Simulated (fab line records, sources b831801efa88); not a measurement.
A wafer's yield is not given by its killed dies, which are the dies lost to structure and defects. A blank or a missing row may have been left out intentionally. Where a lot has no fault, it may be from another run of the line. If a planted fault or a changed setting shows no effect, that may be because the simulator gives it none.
A lot that was struck, set against a sound lot | flow gf180mcu | 14 steps out of a route of 602
Sound: the wafers L893.1, L893.3, L893.6. Wafers struck: L901.1, L901.3, L901.4. At the end, the cause is stated.
Order at every step that has rows: each side's tool, ch and its chambers, its first start. Under that, the readings that differ: sound wafers | struck wafers | difference of the means | sigmas: that difference in standard deviations of wafers without a fault.
alike: a reading whose means differ by less than 2 such deviations, as well as words and numbers matching on both sides. not compared: withheld readings; readings where some wafer has no value; bounds like >300 that might hide an equal value; numbers whose values overlap and for which the record gives no deviation.
The two part at a step that has a row with sigmas, a row that says differs or no value, or rows on one side only. Numbers that have no deviation but don't overlap get no sigmas and don't part them. A reading that every wafer of one side lacks parts them only if that side has two wafers or more.

GF_V3_CMP_26: polishes, stops on SiO2, t overpolish 15 s, target thk 0 nm.
  sound on cmp-01 ch 0,1,2, day 23 06:41; struck on cmp-01 ch 0,1,2, day 26 01:19
  alike: motor-current-A, overpolish-run-s, time-to-endpoint-s
GF_M4_SPUTTER_00: material Ti, target thk 37.5 nm, time 150 s.
  sound on pvd-sputter-02, day 23 06:53; struck on pvd-sputter-03, day 26 01:37
  alike: cathode-dc-power-W, throttle-valve-pct
then, 1 step without rows for these wafers: GF_M4_SPUTTER_01 (material TiN, target thk 30 nm, time 25 s).
GF_M4_SPUTTER_02: material AlCu, target thk 450 nm, time 23.9 s.
  sound on pvd-sputter-02, day 23 07:01; struck on pvd-sputter-03, day 26 01:44
  alike: cathode-dc-power-W, throttle-valve-pct
GF_M4_SPUTTER_03: material Ti, target thk 10 nm, time 6.7 s.
  sound on pvd-sputter-02, day 23 07:03; struck on pvd-sputter-03, day 26 01:46
  alike: cathode-dc-power-W, throttle-valve-pct
GF_M4_SPUTTER_04: material TiN, target thk 50 nm, time 41.7 s.
  sound on pvd-sputter-02, day 23 07:04; struck on pvd-sputter-03, day 26 01:47
  alike: cathode-dc-power-W, throttle-valve-pct
GF_M4_RS_MEAS_05: measures by four-point-probe.
  sound on film-metro-02, day 23 07:07; struck on film-metro-03, day 26 01:50
  alike: M4_ALCU_RS
GF_M4_THK_MEAS_06: measures by xrf.
  sound on film-metro-02, day 23 07:14; struck on film-metro-03, day 26 01:57
  alike: M4_ALCU_THK
then, 4 steps without rows for these wafers: GF_M4_DEHYDRATE_07 (time 60 s); GF_M4_HMDS_08 (prime time 60 s); GF_M4_COAT_09 (resist thk 1000 nm); GF_M4_SOFTBAKE_10 (time 60 s).
GF_M4_EXPOSE_11: exposes mask Metal4, target cd 280 nm.
  struck on krf-scanner-01, day 26 12:50; sound on krf-scanner-02 ch 0, day 23 18:24
  no value came back on the struck wafers for exposure-dose-mJ-cm2, focus-offset-nm (nm), reticle-temp-C (C); on the sound wafers exposure-dose-mJ-cm2 reads 27.94 27.95 27.92
  alike: mask
then, 1 step without rows for these wafers: GF_M4_PEB_12 (peb time 90 s).

== WHERE THEY PART ==
GF_M4_EXPOSE_11 only, going by this record.

WHY: what the simulator had put in
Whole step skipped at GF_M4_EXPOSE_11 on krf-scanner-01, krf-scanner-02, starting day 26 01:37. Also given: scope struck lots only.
